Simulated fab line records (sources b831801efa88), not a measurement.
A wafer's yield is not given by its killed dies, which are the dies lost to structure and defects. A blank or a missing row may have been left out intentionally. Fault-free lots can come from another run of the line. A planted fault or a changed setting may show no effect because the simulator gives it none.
A struck lot beside a sound one || flow sky130 || 15 out of 708 route steps
Sound: these wafers, L955.3, L955.5, L955.6. Struck: wafers L947.1, L947.5, L947.6. The cause comes at the end.
At each step with rows: each side's tool, then ch and its chambers, then its first start. Under that, the readings that differ: sound wafers || struck wafers || difference of the means || sigmas: that difference in standard deviations of wafers without a fault.
alike: words and numbers the same on both sides, and readings whose means are apart by under 2 such deviations; not compared: readings that were withheld, readings missing a value for some wafer, numbers with overlapping values and no deviation given by the record, and bounds like >300 which may hide the same value.
A row with sigmas, a row that says differs or no value, or rows on one side alone: a step with any of these is where the two part. When numbers do not overlap yet have no deviation, they are printed without sigmas and do not part them. A reading missing from all wafers of one side parts the sides only when that side holds two or more wafers.

first, 5 steps without rows for these wafers: SKY_SONOS_TUNNEL_COAT_02 (resist thk 1140 nm); SKY_SONOS_TUNNEL_SOFTBAKE_03 (time 60 s); SKY_SONOS_TUNNEL_EXPOSE_04 (exposes mask TUNM, target cd 410 nm); SKY_SONOS_TUNNEL_PEB_05; SKY_SONOS_TUNNEL_DEVELOP_06 (develop time 60 s).
SKY_SONOS_TUNNEL_CD_MEAS_07 targets a cd of 410 nm.
  sound on cd_sem-02 at day 17 03:52; struck on cd_sem-01 at day 14 14:28
  alike: cd_nm
SKY_SONOS_TUNNEL_OVL_MEAS_08:
  sound on overlay-01 at day 17 03:58; struck on overlay-02 at day 14 14:35
  alike: SONOS_TUNNEL_OVL
then, 3 steps without rows for these wafers: SKY_SONOS_TUNNEL_IMPLANT_09; SKY_SONOS_TUNNEL_WET_ETCH_10 (etches SiO2 in dHF, target depth 14 nm, time 280 s); SKY_SONOS_TUNNEL_STRIP_11 (strips in SPM, time 600 s).
SKY_SONOS_TUNNEL_TW_MEAS_12:
  sound on film_metro-02 at day 17 04:25; struck on film_metro-02 at day 14 15:04
  alike: SONOS_TUNNEL_TW
then, 1 step without rows for these wafers: SKY_SONOS_TUNNEL_CLEAN_13 (cleans in dHF, time 20 s).
SKY_SONOS_ONO_OXIDATION_00: stabilise 600 s, purge 300 s, target thk 2.6 nm.
  sound on furnace-02 ch 0, day 17 06:33; struck on furnace-01 ch 0, day 14 23:38
{"reading": "spike_tc_centre_C (C)", "sound": "803.1 801.0 802.2", "struck": "797.4 795.9 796.7", "difference": -5.4, "sigmas": -3}
{"reading": "spike_tc_top_C (C)", "sound": "815.4 816.3 814.9", "struck": "806.6 808.7 808.1", "difference": -7.7, "sigmas": -4}
{"reading": "spike_tc_upper_C (C)", "sound": "798.4 799.7 799.2", "struck": "820.5 820.9 818.7", "difference": "+20.9", "sigmas": "+19"}
{"reading": "zone_power_centre_pct (%)", "sound": "17.8 17.8 17.7", "struck": "13.0 13.0 12.9", "difference": -4.8, "sigmas": -6}
{"reading": "zone_power_top_pct (%)", "sound": "26.63 26.46 26.49", "struck": "23.19 22.95 23.21", "difference": -3.41, "sigmas": -13}
{"reading": "zone_power_upper_pct (%)", "sound": "12.9 13.2 13.0", "struck": "22.1 22.5 22.7", "difference": "+9.4", "sigmas": "+9"}
  alike: tube_center_temp_C_max
  not compared: model.SiO2_of_SONOS_ONO_OXIDATION_00.thk_nm
SKY_SONOS_ONO_THK_MEAS_01:
  sound on film_metro-04 at day 17 07:55; struck on film_metro-04 at day 15 00:59
  alike: SONOS_ONO_OXIDATION_THK
-- record jumps: 34 days separate the struck wafers' starts on either side; left off in module SONOS_ONO, taken up again in module PAD_OPEN, whose first shown step is the route's number 708 --
SKY_PAD_OPEN_PROBE_99:
  sound on prober-02 at day 49 22:23; struck on prober-02 at day 48 15:47
{"reading": "model.etest.sonos_baked.vt_less_v (V)", "sound": "-0.4546 -0.4084 -0.4187", "struck": "-0.5033 -0.4677 -0.4765", "difference": -0.0553, "sigmas": ""}
  alike: killed_at_M0_to_M3, killed_at_M4_up, killed_at_contacts, killed_at_front_end, killed_at_other, killed_dies, killed_open, killed_short
  not compared: model.etest.cap_ono.gate_log10_a_cm2, model.etest.cap_ono.tox_acc_nm, model.etest.sonos_erased.vt_v

WHERE THEY PART
Within this record, at SKY_SONOS_ONO_OXIDATION_00 only. Later steps at which nothing parts them and some readings are alike: SKY_SONOS_ONO_THK_MEAS_01, SKY_PAD_OPEN_PROBE_99.

WHY: what the simulator had put in
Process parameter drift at SKY_SONOS_ONO_OXIDATION_00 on furnace-01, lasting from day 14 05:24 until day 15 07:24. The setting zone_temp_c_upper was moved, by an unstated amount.
